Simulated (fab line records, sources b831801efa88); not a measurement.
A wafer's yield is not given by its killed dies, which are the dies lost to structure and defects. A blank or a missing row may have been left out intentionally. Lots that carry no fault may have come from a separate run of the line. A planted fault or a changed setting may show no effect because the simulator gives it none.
fab line records -- flow sky130
record: lots: 5, wafers: 15, last_day: 49
route steps=708 shown NWELL@72 PWDE@84 VT_ADJUST_HVTP@85 VT_ADJUST_LVTN@97
lots that met no fault: from a run of the same line without faults
start_h: the number of hours between the record's first day and the start of the first shown wafer of the lot -- wait_h: how many hours have passed since the lot's step before this one -- " as in the row above -- L1.1+2: a row that stands for several wafers -- - value missing, or start not given -- * or withheld: withheld -- < > ~ a bound
route shown NAME@n: names a module that has steps shown in the file, with the first one's number in the route -- usual: the fault-free wafers' mean and standard deviation -- same: alike in all rows -- chamber/n: place in a boat -- sites: readings site by site -- _std_site: the values' standard deviation -- _edge_site: the outer-site mean with the inner-site mean subtracted -- radius_mm: for every site, how far away it sits from the centre of the wafer -- mask NAME#n: copy n -- behind: tool/chamber where the wafer was last shaped -- hold: cause of the lot's hold/its duration in hours/its outcome -- device: transistor that didn't switch, given as n, p or np -- end of line: at the end of the route, the tests of the same wafers -- a step with no rows: only its recipe -- killed: the dies lost at the first sort to structure and to defects; this is not the yield of the wafer -- map: the dies of a wafer, with x for killed, . for not killed, _ for no die there
set.NAME: the run value of the setting; set.NAME@STEP: its run value at that earlier step -- model.NAME: the simulator's own value behind a step, which no gauge read
lots at selected steps of the route; one table per step, one row per wafer
services: when a tool's chamber went out of use (start_h, in hours from the record's first day, below 0 if earlier), for how many hours, and the reason
== steps ==
step: SKY_NWELL_SOFTBAKE_19
recipe: temp_c: 110, time_s: withheld
usual: heater_power_total_W: 65.32/0.14
lot.wafer,tool,chamber,start_h,wait_h,heater_power_total_W
L077.3,litho_track-02,0,111.62,0.1,65.16
L077.4,litho_track-02,0,111.62,0.1,65.20
L077.6,litho_track-02,0,111.62,0.1,65.58
L084.1,litho_track-04,0,152.88,0.1,65.11
L084.4,litho_track-04,0,152.88,0.1,65.34
L084.6,litho_track-04,0,152.88,0.1,65.52
L087.3,litho_track-03,0,166.17,0.1,65.15
L087.4,litho_track-03,0,166.17,0.1,65.47
L087.6,litho_track-03,0,166.17,0.1,65.20
L089.4,litho_track-02,0,184.81,0.1,65.18
L089.5,litho_track-02,0,184.81,0.1,65.36
L089.6,litho_track-02,0,184.81,0.1,65.22
L093.1,litho_track-03,0,213.25,0.1,65.17
L093.3,litho_track-03,0,213.25,0.1,65.17
L093.4,litho_track-03,0,213.25,0.1,65.53
step: SKY_NWELL_EXPOSE_20
recipe: mask_id: NWM_COMPLEMENT, na: 0.6, source_shape: conventional, sigma_outer: 0.6, polarization: unpolarized, target_cd_nm: 840, dose_mj: 260
usual: focus_offset_nm: 0.2/0.53
lot.wafer,tool,chamber,start_h,wait_h,mask,focus_offset_nm
L077.3,iline_stepper-01,0,-,-,NWM_COMPLEMENT#0,0.3
L077.4,iline_stepper-01,0,-,-,NWM_COMPLEMENT#0,-0.3
L077.6,iline_stepper-01,0,-,-,NWM_COMPLEMENT#0,1.2
L084.1,iline_stepper-01,0,-,-,NWM_COMPLEMENT#0,0.6
L084.4,iline_stepper-01,0,-,-,NWM_COMPLEMENT#0,-0.2
L084.6,iline_stepper-01,0,-,-,NWM_COMPLEMENT#0,-0.4
L087.3,iline_stepper-02,0,-,-,NWM_COMPLEMENT#0,0.3
L087.4,iline_stepper-02,0,-,-,NWM_COMPLEMENT#0,0.1
L087.6,iline_stepper-02,0,-,-,NWM_COMPLEMENT#0,-0.4
L089.4,iline_stepper-01,0,-,-,NWM_COMPLEMENT#0,0.9
L089.5,iline_stepper-01,0,-,-,NWM_COMPLEMENT#0,0.7
L089.6,iline_stepper-01,0,-,-,NWM_COMPLEMENT#0,0.8
L093.1,iline_stepper-01,0,-,-,NWM_COMPLEMENT#0,0.2
L093.3,iline_stepper-01,0,-,-,NWM_COMPLEMENT#0,0.4
L093.4,iline_stepper-01,0,-,-,NWM_COMPLEMENT#0,0.6
step: SKY_NWELL_PEB_21
recipe: temp_c: 115, time_s: withheld
usual: heater_power_total_W: 69.34/0.13
lot.wafer,tool,chamber,start_h,wait_h,heater_power_total_W
L077.3,litho_track-04,0,-,-,69.44
L077.4,litho_track-04,0,-,-,69.52
L077.6,litho_track-04,0,-,-,69.36
L084.1,litho_track-04,0,-,-,69.46
L084.4,litho_track-04,0,-,-,69.53
L084.6,litho_track-04,0,-,-,69.27
L087.3,litho_track-03,0,-,-,69.25
L087.4,litho_track-03,0,-,-,69.16
L087.6,litho_track-03,0,-,-,69.21
L089.4,litho_track-04,0,-,-,69.49
L089.5,litho_track-04,0,-,-,69.55
L089.6,litho_track-04,0,-,-,69.40
L093.1,litho_track-02,0,-,-,69.34
L093.3,litho_track-02,0,-,-,69.15
L093.4,litho_track-02,0,-,-,69.54
step: SKY_NWELL_DEVELOP_22
recipe: wall_angle_deg: 90, developer: TMAH, develop_time_s: 60, dev_temp_c: 23
lot.wafer,tool,chamber,start_h,wait_h
L077.3+4+6,litho_track-04,0,-,-
L084.1+4+6,litho_track-04,0,-,-
L087.3+4+6,litho_track-03,0,-,-
L089.4+5+6,litho_track-04,0,-,-
L093.1+3+4,litho_track-02,0,-,-
step: SKY_NWELL_OVL_MEAS_23
usual: NWELL_01_OVL: 0.1/1.4
lot.wafer,tool,chamber,start_h,wait_h,NWELL_01_OVL[nm]
L077.3,overlay-02,-,120.80,-,2.2
L077.4,overlay-02,-,120.80,-,1.2
L077.6,overlay-02,-,120.80,-,1.1
L084.1,overlay-02,-,163.23,-,1.3
L084.4,overlay-02,-,163.23,-,2.2
L084.6,overlay-02,-,163.23,-,0.2
L087.3,overlay-02,-,176.21,-,-1.1
L087.4,overlay-02,-,176.21,-,-1.5
L087.6,overlay-02,-,176.21,-,-1.2
L089.4,overlay-01,-,194.85,-,-1.6
L089.5,overlay-01,-,194.85,-,0.3
L089.6,overlay-01,-,194.85,-,-1.0
L093.1,overlay-01,-,224.91,-,1.0
L093.3,overlay-01,-,224.91,-,0.6
L093.4,overlay-01,-,224.91,-,1.4
step: SKY_NWELL_IMPLANT_24
recipe: species: B, energy_kev: 140, dose_cm2: 9.2e+12, tilt_deg: withheld
lot.wafer,tool,chamber,start_h,wait_h
L077.3+4+6,implanter-01,0,120.87,0.1
L084.1+4+6,implanter-04,0,163.27,0.0
L087.3+4+6,implanter-04,0,176.29,0.1
L089.4+5+6,implanter-04,0,194.94,0.1
L093.1+3+4,implanter-01,0,224.94,0.0
step: SKY_NWELL_STRIP_25
recipe: chemistry: O2/N2, power_w: 1400, pressure_mtorr: 1500, platen_temp_c: withheld, o2_flow_sccm: 3000, n2_flow_sccm: 300, overash_fraction: 0.5
usual: drypump_motor_current_A: 5.54/0.23, oes_product_au: 0.723/0.005, strip_time_to_endpoint_s: 36.90/0.097
lot.wafer,tool,chamber,start_h,wait_h,drypump_motor_current_A,oes_product_au,rf_hours_counter_h,strip_time_to_endpoint_s
L077.3,plasma_asher-03,1,121.00,0.1,5.95,0.725,-,36.88
L077.4,plasma_asher-03,0,121.00,0.1,5.45,0.723,-,36.80
L077.6,plasma_asher-03,1,121.00,0.1,5.97,0.725,-,36.93
L084.1,plasma_asher-01,1,163.42,0.1,5.21,0.717,46,36.99
L084.4,plasma_asher-01,1,163.42,0.1,5.23,0.718,-,36.91
L084.6,plasma_asher-01,0,163.42,0.1,5.47,0.717,-,36.88
L087.3,plasma_asher-01,0,176.42,0.1,5.47,0.725,-,36.92
L087.4,plasma_asher-01,1,176.42,0.1,5.21,0.723,-,36.98
L087.6,plasma_asher-01,0,176.42,0.1,5.46,0.728,-,36.95
L089.4,plasma_asher-02,1,195.05,0.1,5.54,0.716,-,36.95
L089.5,plasma_asher-02,1,195.05,0.1,5.54,0.729,-,36.91
L089.6,plasma_asher-02,0,195.05,0.1,5.48,0.728,-,37.00
L093.1,plasma_asher-03,1,225.09,0.1,5.95,0.711,44,36.77
L093.3,plasma_asher-03,0,225.09,0.1,5.43,0.731,-,36.80
L093.4,plasma_asher-03,1,225.09,0.1,5.95,0.716,-,36.79
step: SKY_NWELL_TW_MEAS_26
usual: NWELL_2_TW: 496/3.2
lot.wafer,tool,chamber,start_h,wait_h,NWELL_2_TW
L077.3,film_metro-01,-,121.09,0.1,496
L077.4,film_metro-01,-,121.09,0.1,500
L077.6,film_metro-01,-,121.09,0.1,497
L084.1,film_metro-02,-,163.52,0.1,494
L084.4,film_metro-02,-,163.52,0.1,492
L084.6,film_metro-02,-,163.52,0.1,492
L087.3,film_metro-01,-,176.51,0.1,498
L087.4,film_metro-01,-,176.51,0.1,498
L087.6,film_metro-01,-,176.51,0.1,498
L089.4,film_metro-04,-,195.15,0.1,499
L089.5,film_metro-04,-,195.15,0.1,495
L089.6,film_metro-04,-,195.15,0.1,499
L093.1,film_metro-02,-,225.19,0.1,495
L093.3,film_metro-02,-,225.19,0.1,495
L093.4,film_metro-02,-,225.19,0.1,491
step: SKY_NWELL_CLEAN_27
recipe: chemistry: SC1/SC2, mix: 1:4:20, temp_c: 70, time_s: 150, dry: n2_spin
usual: bath_guard_temp_C: 70.0/0.63
lot.wafer,tool,chamber,start_h,wait_h,bath_guard_temp_C
L077.3,wet_bench-01,1,121.13,0.0,69.2
L077.4,wet_bench-01,1,121.13,0.0,69.5
L077.6,wet_bench-01,1,121.13,0.0,69.0
L084.1,wet_bench-04,1,163.58,0.1,70.6
L084.4,wet_bench-04,1,163.58,0.1,70.4
L084.6,wet_bench-04,1,163.58,0.1,70.3
L087.3,wet_bench-04,3,176.55,0.0,70.4
L087.4,wet_bench-04,3,176.55,0.0,70.4
L087.6,wet_bench-04,3,176.55,0.0,70.3
L089.4,wet_bench-01,3,195.18,0.0,71.1
L089.5,wet_bench-01,3,195.18,0.0,71.0
L089.6,wet_bench-01,3,195.18,0.0,71.3
L093.1,wet_bench-01,3,225.25,0.1,71.0
L093.3,wet_bench-01,3,225.25,0.1,70.9
L093.4,wet_bench-01,3,225.25,0.1,71.3
step: SKY_NWELL_RTA_28
recipe: temp_c: 1050, time_s: 30, idle_temp_c: 650, ramp_up_c_per_s: 150, ramp_down_c_per_s: 90, ambient: N2
usual: lamp_power_pct: 25.30/0.053, wafer_temp_C_max: 1054.9/0.92
lot.wafer,tool,chamber,start_h,wait_h,lamp_power_pct,wafer_temp_C_max
L077.3,rtp_anneal-02,0,121.22,0.0,25.34,1054.0
L077.4,rtp_anneal-02,0,121.22,0.0,25.32,1054.7
L077.6,rtp_anneal-02,0,121.22,0.0,25.37,1054.4
L084.1,rtp_anneal-01,0,163.63,0.0,25.30,1054.8
L084.4,rtp_anneal-01,0,163.63,0.0,25.24,1054.3
L084.6,rtp_anneal-01,0,163.63,0.0,25.35,1054.7
L087.3,rtp_anneal-02,0,176.63,0.0,25.37,1056.1
L087.4,rtp_anneal-02,0,176.63,0.0,25.22,1056.2
L087.6,rtp_anneal-02,0,176.63,0.0,25.38,1056.1
L089.4,rtp_anneal-02,0,195.28,0.1,25.32,1054.8
L089.5,rtp_anneal-02,0,195.28,0.1,25.27,1055.3
L089.6,rtp_anneal-02,0,195.28,0.1,25.32,1056.1
L093.1,rtp_anneal-01,0,225.30,0.0,25.29,1054.3
L093.3,rtp_anneal-01,0,225.30,0.0,25.24,1054.7
L093.4,rtp_anneal-01,0,225.30,0.0,25.22,1054.1
step: SKY_NWELL_RS_MEAS_29
recipe: thk_meas_gauge: four-point-probe
usual: NWELL_RS: 625.2/1.5
lot.wafer,tool,chamber,start_h,wait_h,NWELL_RS[ohm/sq]
L077.3,film_metro-02,-,121.32,0.1,625.6
L077.4,film_metro-02,-,121.32,0.1,624.7
L077.6,film_metro-02,-,121.32,0.1,625.9
L084.1,film_metro-01,-,163.73,0.1,624.1
L084.4,film_metro-01,-,163.73,0.1,624.4
L084.6,film_metro-01,-,163.73,0.1,622.4
L087.3,film_metro-01,-,176.74,0.1,626.9
L087.4,film_metro-01,-,176.74,0.1,626.2
L087.6,film_metro-01,-,176.74,0.1,626.1
L089.4,film_metro-02,-,195.39,0.1,626.3
L089.5,film_metro-02,-,195.39,0.1,626.3
L089.6,film_metro-02,-,195.39,0.1,625.2
L093.1,film_metro-01,-,225.40,0.1,622.7
L093.3,film_metro-01,-,225.40,0.1,624.8
L093.4,film_metro-01,-,225.40,0.1,623.6
step: SKY_NWELL_RS_MEAS_31
recipe: thk_meas_gauge: four-point-probe
usual: PWDE_RS: 5283/20
lot.wafer,tool,chamber,start_h,wait_h,PWDE_RS[ohm/sq]
L077.3,film_metro-02,-,121.56,0.1,5288
L077.4,film_metro-02,-,121.56,0.1,5275
L077.6,film_metro-02,-,121.56,0.1,5274
L084.1,film_metro-01,-,163.97,0.1,5296
L084.4,film_metro-01,-,163.97,0.1,5332
L084.6,film_metro-01,-,163.97,0.1,5300
L087.3,film_metro-01,-,176.98,0.1,5255
L087.4,film_metro-01,-,176.98,0.1,5260
L087.6,film_metro-01,-,176.98,0.1,5270
L089.4,film_metro-02,-,195.63,0.1,5291
L089.5,film_metro-02,-,195.63,0.1,5272
L089.6,film_metro-02,-,195.63,0.1,5263
L093.1,film_metro-01,-,225.64,0.1,5296
L093.3,film_metro-01,-,225.64,0.1,5282
L093.4,film_metro-01,-,225.64,0.1,5267
step: SKY_VT_ADJUST_HVTP_DEHYDRATE_00
recipe: temp_c: 200, time_s: 60
usual: heater_power_total_W: 160.37/0.13
lot.wafer,tool,chamber,start_h,wait_h,heater_power_total_W
L077.3,litho_track-03,0,129.40,7.8,160.44
L077.4,litho_track-03,0,129.40,7.8,160.35
L077.6,litho_track-03,0,129.40,7.8,160.56
L084.1,litho_track-01,0,173.50,9.5,160.59
L084.4,litho_track-01,0,173.50,9.5,160.58
L084.6,litho_track-01,0,173.50,9.5,160.27
L087.3,litho_track-01,0,186.80,9.8,160.38
L087.4,litho_track-01,0,186.80,9.8,160.30
L087.6,litho_track-01,0,186.80,9.8,160.56
L089.4,litho_track-03,0,206.18,10.5,160.48
L089.5,litho_track-03,0,206.18,10.5,160.46
L089.6,litho_track-03,0,206.18,10.5,160.43
L093.1,litho_track-03,0,236.75,11.1,160.37
L093.3,litho_track-03,0,236.75,11.1,160.53
L093.4,litho_track-03,0,236.75,11.1,160.43
step: SKY_VT_ADJUST_HVTP_HMDS_01
recipe: prime_time_s: 60, prime_temp_c: 120
lot.wafer,tool,chamber,start_h,wait_h
L077.3+4+6,litho_track-03,0,129.55,0.1
L084.1+4+6,litho_track-01,0,173.65,0.1
L087.3+4+6,litho_track-01,0,186.95,0.1
L089.4+5+6,litho_track-03,0,206.33,0.1
L093.1+3+4,litho_track-03,0,236.90,0.1
step: SKY_VT_ADJUST_HVTP_COAT_02
recipe: resist: NOVOLAK, spin_rpm: 3000, resist_thk_nm: 1140
lot.wafer,tool,chamber,start_h,wait_h
L077.3+4+6,litho_track-03,0,129.70,0.1
L084.1+4+6,litho_track-01,0,173.80,0.1
L087.3+4+6,litho_track-01,0,187.10,0.1
L089.4+5+6,litho_track-03,0,206.48,0.1
L093.1+3+4,litho_track-03,0,237.05,0.1
step: SKY_VT_ADJUST_HVTP_SOFTBAKE_03
recipe: temp_c: 90, time_s: 60, resist: NOVOLAK
usual: heater_power_total_W: 56.59/0.051
lot.wafer,tool,chamber,start_h,wait_h,heater_power_total_W
L077.3,litho_track-03,0,129.85,0.1,56.64
L077.4,litho_track-03,0,129.85,0.1,56.61
L077.6,litho_track-03,0,129.85,0.1,56.55
L084.1,litho_track-01,0,173.95,0.1,56.60
L084.4,litho_track-01,0,173.95,0.1,56.59
L084.6,litho_track-01,0,173.95,0.1,56.58
L087.3,litho_track-01,0,187.25,0.1,56.52
L087.4,litho_track-01,0,187.25,0.1,56.42
L087.6,litho_track-01,0,187.25,0.1,56.54
L089.4,litho_track-03,0,206.63,0.1,56.56
L089.5,litho_track-03,0,206.63,0.1,56.54
L089.6,litho_track-03,0,206.63,0.1,56.57
L093.1,litho_track-03,0,237.20,0.1,56.63
L093.3,litho_track-03,0,237.20,0.1,56.59
L093.4,litho_track-03,0,237.20,0.1,56.56
step: SKY_VT_ADJUST_HVTP_EXPOSE_04
recipe: mask_id: HVTPM, na: 0.6, source_shape: conventional, sigma_outer: 0.6, polarization: unpolarized, target_cd_nm: 380, dose_mj: 140
usual: focus_offset_nm: 0.0/0.53
lot.wafer,tool,chamber,start_h,wait_h,mask,focus_offset_nm
L077.3,iline_stepper-02,0,-,-,HVTPM#0,0.9
L077.4,iline_stepper-02,0,-,-,HVTPM#0,0.9
L077.6,iline_stepper-02,0,-,-,HVTPM#0,0.6
L084.1,iline_stepper-01,0,-,-,HVTPM#0,0.7
L084.4,iline_stepper-01,0,-,-,HVTPM#0,-0.3
L084.6,iline_stepper-01,0,-,-,HVTPM#0,0.0
L087.3,iline_stepper-02,0,-,-,HVTPM#0,0.3
L087.4,iline_stepper-02,0,-,-,HVTPM#0,0.7
L087.6,iline_stepper-02,0,-,-,HVTPM#0,-0.2
L089.4,iline_stepper-02,0,-,-,HVTPM#0,-0.4
L089.5,iline_stepper-02,0,-,-,HVTPM#0,-0.4
L089.6,iline_stepper-02,0,-,-,HVTPM#0,-1.2
L093.1,iline_stepper-02,0,-,-,HVTPM#0,-0.3
L093.3,iline_stepper-02,0,-,-,HVTPM#0,0.8
L093.4,iline_stepper-02,0,-,-,HVTPM#0,-0.1
step: SKY_VT_ADJUST_HVTP_PEB_05
recipe: temp_c: withheld, time_s: *, resist: NOVOLAK
lot.wafer,tool,chamber,start_h,wait_h
L077.3+4+6,litho_track-01,0,-,-
L084.1+4+6,litho_track-04,0,-,-
L087.3+4+6,litho_track-03,0,-,-
L089.4+5+6,litho_track-04,0,-,-
L093.1+3+4,litho_track-03,0,-,-
step: SKY_VT_ADJUST_HVTP_DEVELOP_06
recipe: resist: NOVOLAK, developer: TMAH, develop_time_s: 60, dev_temp_c: 23
lot.wafer,tool,chamber,start_h,wait_h
L077.3+4+6,litho_track-01,0,138.65,0.1
L084.1+4+6,litho_track-04,0,184.38,0.1
L087.3+4+6,litho_track-03,0,197.35,0.1
L089.4+5+6,litho_track-04,0,217.86,0.1
L093.1+3+4,litho_track-03,0,248.55,0.1
step: SKY_VT_ADJUST_HVTP_CD_MEAS_07
recipe: target_cd_nm: 380
usual: cd_nm: 379.8/2.9
lot.wafer,tool,chamber,start_h,wait_h,cd_nm
L077.3,cd_sem-01,-,138.79,0.1,381.0
L077.4,cd_sem-01,-,138.79,0.1,380.3
L077.6,cd_sem-01,-,138.79,0.1,379.0
L084.1,cd_sem-02,-,184.53,0.1,384.2
L084.4,cd_sem-02,-,184.53,0.1,383.8
L084.6,cd_sem-02,-,184.53,0.1,381.4
L087.3,cd_sem-02,-,197.49,0.1,379.3
L087.4,cd_sem-02,-,197.49,0.1,379.4
L087.6,cd_sem-02,-,197.49,0.1,380.7
L089.4,cd_sem-02,-,217.99,0.1,378.0
L089.5,cd_sem-02,-,217.99,0.1,376.4
L089.6,cd_sem-02,-,217.99,0.1,377.1
L093.1,cd_sem-02,-,248.70,0.1,380.6
L093.3,cd_sem-02,-,248.70,0.1,381.7
L093.4,cd_sem-02,-,248.70,0.1,383.6
step: SKY_VT_ADJUST_HVTP_OVL_MEAS_08
usual: VT_ADJUST_HVTP_OVL: 0.0/1.6
lot.wafer,tool,chamber,start_h,wait_h,VT_ADJUST_HVTP_OVL[nm]
L077.3,overlay-01,-,138.88,0.1,-0.1
L077.4,overlay-01,-,138.88,0.1,1.4
L077.6,overlay-01,-,138.88,0.1,-0.7
L084.1,overlay-02,-,184.65,0.1,1.4
L084.4,overlay-02,-,184.65,0.1,0.0
L084.6,overlay-02,-,184.65,0.1,0.0
L087.3,overlay-02,-,197.58,0.1,1.9
L087.4,overlay-02,-,197.58,0.1,0.1
L087.6,overlay-02,-,197.58,0.1,-1.3
L089.4,overlay-02,-,218.07,0.1,-1.8
L089.5,overlay-02,-,218.07,0.1,-0.1
L089.6,overlay-02,-,218.07,0.1,-1.7
L093.1,overlay-02,-,248.82,0.1,-1.3
L093.3,overlay-02,-,248.82,0.1,-3.0
L093.4,overlay-02,-,248.82,0.1,-3.1
step: SKY_VT_ADJUST_HVTP_IMPLANT_09
recipe: species: As, energy_kev: 150, dose_cm2: 4.3e+12, tilt_deg: withheld
lot.wafer,tool,chamber,start_h,wait_h
L077.3+4+6,implanter-03,0,138.95,0.1
L084.1+4+6,implanter-03,0,184.69,0.0
L087.3+4+6,implanter-01,0,197.66,0.1
L089.4+5+6,implanter-01,0,218.16,0.1
L093.1+3+4,implanter-04,0,248.86,0.0
step: SKY_VT_ADJUST_HVTP_STRIP_10
recipe: chemistry: O2/N2, power_w: 1400, pressure_mtorr: 1500, platen_temp_c: withheld, o2_flow_sccm: 3000, n2_flow_sccm: 300, overash_fraction: 0.5
usual: drypump_motor_current_A: 5.57/0.19, oes_product_au: 0.714/0.0041, strip_time_to_endpoint_s: 14.16/0.042
lot.wafer,tool,chamber,start_h,wait_h,drypump_motor_current_A,oes_product_au,rf_hours_counter_h,strip_time_to_endpoint_s
L077.3,plasma_asher-02,1,139.09,0.1,5.51,0.708,-,14.11
L077.4,plasma_asher-02,0,139.09,0.1,5.47,0.716,-,14.16
L077.6,plasma_asher-02,0,139.09,0.1,5.49,0.712,-,14.17
L084.1,plasma_asher-02,1,184.84,0.1,5.51,0.712,6,14.21
L084.4,plasma_asher-02,0,184.84,0.1,5.44,0.718,-,14.20
L084.6,plasma_asher-02,1,184.84,0.1,5.50,0.716,-,14.20
L087.3,plasma_asher-03,0,197.79,0.1,5.44,0.716,-,14.15
L087.4,plasma_asher-03,1,197.79,0.1,5.96,0.720,-,14.16
L087.6,plasma_asher-03,0,197.79,0.1,5.43,0.713,-,14.15
L089.4,plasma_asher-03,1,218.27,0.1,5.95,0.710,-,14.19
L089.5,plasma_asher-03,0,218.27,0.1,5.43,0.714,-,14.16
L089.6,plasma_asher-03,1,218.27,0.1,5.94,0.711,-,14.20
L093.1,plasma_asher-04,0,249.01,0.1,5.67,0.719,54,14.11
L093.3,plasma_asher-04,1,249.01,0.1,5.38,0.717,-,14.13
L093.4,plasma_asher-04,0,249.01,0.1,5.70,0.713,-,14.13
step: SKY_VT_ADJUST_HVTP_TW_MEAS_11
usual: VT_ADJUST_HVTP_TW: 1348/7.6
lot.wafer,tool,chamber,start_h,wait_h,VT_ADJUST_HVTP_TW
L077.3,film_metro-02,-,139.17,0.1,1347
L077.4,film_metro-02,-,139.17,0.1,1350
L077.6,film_metro-02,-,139.17,0.1,1355
L084.1,film_metro-03,-,184.94,0.1,1341
L084.4,film_metro-03,-,184.94,0.1,1351
L084.6,film_metro-03,-,184.94,0.1,1344
L087.3,film_metro-03,-,197.88,0.1,1350
L087.4,film_metro-03,-,197.88,0.1,1344
L087.6,film_metro-03,-,197.88,0.1,1339
L089.4,film_metro-03,-,218.37,0.1,1350
L089.5,film_metro-03,-,218.37,0.1,1341
L089.6,film_metro-03,-,218.37,0.1,1343
L093.1,film_metro-01,-,249.11,0.1,1354
L093.3,film_metro-01,-,249.11,0.1,1358
L093.4,film_metro-01,-,249.11,0.1,1354
step: SKY_VT_ADJUST_LVTN_DEHYDRATE_00
recipe: temp_c: 200, time_s: 60
usual: heater_power_total_W: 160.38/0.12
lot.wafer,tool,chamber,start_h,wait_h,heater_power_total_W
L077.3,litho_track-01,0,148.15,9.0,160.52
L077.4,litho_track-01,0,148.15,9.0,160.46
L077.6,litho_track-01,0,148.15,9.0,160.21
L084.1,litho_track-02,0,194.66,9.7,160.28
L084.4,litho_track-02,0,194.66,9.7,160.35
L084.6,litho_track-02,0,194.66,9.7,160.36
L087.3,litho_track-01,0,208.45,10.6,160.19
L087.4,litho_track-01,0,208.45,10.6,160.26
L087.6,litho_track-01,0,208.45,10.6,160.36
L089.4,litho_track-01,0,229.42,11.0,160.66
L089.5,litho_track-01,0,229.42,11.0,160.36
L089.6,litho_track-01,0,229.42,11.0,160.29
L093.1,litho_track-02,0,260.41,11.3,160.40
L093.3,litho_track-02,0,260.41,11.3,160.24
L093.4,litho_track-02,0,260.41,11.3,160.48
step: SKY_VT_ADJUST_LVTN_HMDS_01
recipe: prime_time_s: 60, prime_temp_c: 120
lot.wafer,tool,chamber,start_h,wait_h
L077.3+4+6,litho_track-01,0,148.30,0.1
L084.1+4+6,litho_track-02,0,194.81,0.1
L087.3+4+6,litho_track-01,0,208.60,0.1
L089.4+5+6,litho_track-01,0,229.57,0.1
L093.1+3+4,litho_track-02,0,260.56,0.1
step: SKY_VT_ADJUST_LVTN_COAT_02
recipe: spin_rpm: 2000, resist_thk_nm: 3000
lot.wafer,tool,chamber,start_h,wait_h
L077.3+4+6,litho_track-01,0,148.45,0.1
L084.1+4+6,litho_track-02,0,194.96,0.1
L087.3+4+6,litho_track-01,0,208.75,0.1
L089.4+5+6,litho_track-01,0,229.72,0.1
L093.1+3+4,litho_track-02,0,260.71,0.1
== services ==
tool,chamber,start_h,hours,kind
plasma_asher-01,-,89.23,4.1,repair
plasma_asher-02,-,102.76,13.6,repair
implanter-03,-,114.09,0.8,repair
plasma_asher-02,-,116.40,9.0,pm
plasma_asher-02,0,116.40,9.0,vent_cycle
plasma_asher-02,1,116.40,9.0,vent_cycle
implanter-03,-,121.03,2.8,repair
wet_bench-04,-,122.67,1.7,repair
plasma_asher-02,0,125.40,-,clean
plasma_asher-02,1,125.40,-,clean
iline_stepper-01,-,145.02,1.7,pm
implanter-04,-,158.06,0.5,repair
plasma_asher-04,-,164.17,7.2,repair
implanter-03,-,177.56,5.0,pm
rtp_anneal-01,-,178.76,1.2,pm
iline_stepper-01,-,180.06,2.1,pm
iline_stepper-01,-,182.14,-,consumable_replace:lamp
implanter-04,-,206.64,4.9,pm
implanter-03,-,208.29,0.7,repair
iline_stepper-02,-,210.34,1.7,pm
implanter-03,-,254.79,6.2,pm
== key ==
fault none
